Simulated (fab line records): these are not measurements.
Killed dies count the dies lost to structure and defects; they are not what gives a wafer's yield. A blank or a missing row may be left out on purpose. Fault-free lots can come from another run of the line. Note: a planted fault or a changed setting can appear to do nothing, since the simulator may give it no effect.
Struck lot and sound lot, side by side | flow sky130 | 19 steps out of a route of 708
Sound: wafers L581.2, L581.4, L581.5. Wafers L590.2, L590.3, L590.4 were the ones struck. The cause comes at the end.
At each step with rows: each side's tool, then ch and its chambers, then its first start. Under that, the readings that differ: sound wafers | struck wafers | difference of the means | sigmas: that difference in standard deviations of wafers without a fault.
alike: words and numbers the same on both sides, and readings whose means are apart by under 2 such deviations; not compared: readings that were withheld, readings missing a value for some wafer, numbers with overlapping values and no deviation given by the record, and bounds like >300 which may hide the same value.
Wherever a step has rows on one side only, a row that says differs or no value, or a row with sigmas, the two part there. When numbers do not overlap yet have no deviation, they are printed without sigmas and do not part them. A reading missing from all wafers of one side parts the sides only when that side holds two or more wafers.

first, 4 steps without rows for these wafers: SKY_METAL2_STRIP_21 (strips in post etch residue remover, time 1200 s); SKY_METAL2_CLEAN_22 (cleans in IPA, time 180 s); SKY_METAL2_CLEAN_23 (cleans in O3/DIW); SKY_VIA2_HDPCVD_00 (deposits SiO2, target thk 1180 nm, time 196.7 s).
SKY_VIA2_THK_MEAS_01:
  sound on film-metro-03 at day 36 14:51; struck on film-metro-01 at day 40 01:13
  alike: VIA2_HDPCVD_THK
SKY_VIA2_CMP_02: polishes SiO2.
  sound on cmp-02 ch 1,3, day 36 14:57; struck on cmp-01 ch 1,2,3, day 40 01:19
  alike: motor-current-A, retaining-ring-pressure-frac
SKY_VIA2_BOW_MEAS_03:
  sound on film-metro-03 at day 36 15:13; struck on film-metro-04 at day 40 01:35
  alike: VIA2_BOW
then, 5 steps without rows for these wafers: SKY_VIA2_DEHYDRATE_04 (time 60 s); SKY_VIA2_HMDS_05 (prime time 60 s); SKY_VIA2_COAT_06 (resist thk 60 nm); SKY_VIA2_COAT_07 (resist thk 450 nm); SKY_VIA2_SOFTBAKE_08 (time 90 s).
SKY_VIA2_EXPOSE_09: exposes mask VIM2, target cd 200 nm.
  sound on krf-scanner-01 ch 0, day 37 03:56; struck on krf-scanner-01 ch 0, day 40 13:17
  reading                      | sound                | struck            | difference | sigmas
  model.VIA2.overlay-x-nm (nm) | -1.557 -1.557 -1.557 | 38.43 38.43 38.43 | +39.99     |
  alike: mask
then, 2 steps without rows for these wafers: SKY_VIA2_PEB_10; SKY_VIA2_DEVELOP_11 (develop time 60 s).
SKY_VIA2_CD_MEAS_12 targets a cd of 200 nm.
  sound on cd-sem-02 at day 37 16:57; struck on cd-sem-01 at day 41 01:19
  alike: cd-nm
SKY_VIA2_OVL_MEAS_13:
  sound on overlay-02 at day 37 17:04; struck on overlay-02 at day 41 01:25
  reading       | sound     | struck   | difference | sigmas
  VIA2_OVL (nm) | -13 -9 -6 | 34 35 35 | +44        | +9
SKY_VIA2_ETCH_14: etches BARC in N2/H2, stops on SiO2, time 45.9 s, target depth 60 nm.
  sound on rie-diel-01 ch 0,1,2, day 37 17:05; struck on rie-diel-03 ch 0,1,2, day 41 01:27
  reading               | sound             | struck            | difference | sigmas
  oes-product-au (a.u.) | 0.858 0.861 0.853 | 0.849 0.840 0.853 | -0.010     | -2
  alike: chamber-pressure-mTorr, drypump-motor-current-A, n2-flow-sccm, throttle-valve-pct
  not compared: rf-hours-counter-h
-- the record jumps here: 8 days lie between the struck wafers' starts before and after (it left off in module VIA2 and takes up again in module PAD_OPEN, whose first step shown is number 708 of the route) --
SKY_PAD_OPEN_PROBE_99:
  sound on prober-02 at day 46 21:44; struck on prober-01 at day 49 10:24
  alike: defect-limited-yield, killed_at_M0_to_M3, killed_at_M4_up, killed-at-contacts, killed-at-front-end, killed-at-other, killed-dies, killed-on-rim, killed-open, killed-short, sort_bin_3_pad_short, sort_bin_5_function, sort_bin_6_memory, sort-n-pass, sort-yield-pct

WHERE THEY PART
First at SKY_VIA2_OVL_MEAS_13; last, within this record, at SKY_VIA2_ETCH_14. Later steps at which nothing parts them and some readings are alike: SKY_PAD_OPEN_PROBE_99.

WHY: what the simulator had put in
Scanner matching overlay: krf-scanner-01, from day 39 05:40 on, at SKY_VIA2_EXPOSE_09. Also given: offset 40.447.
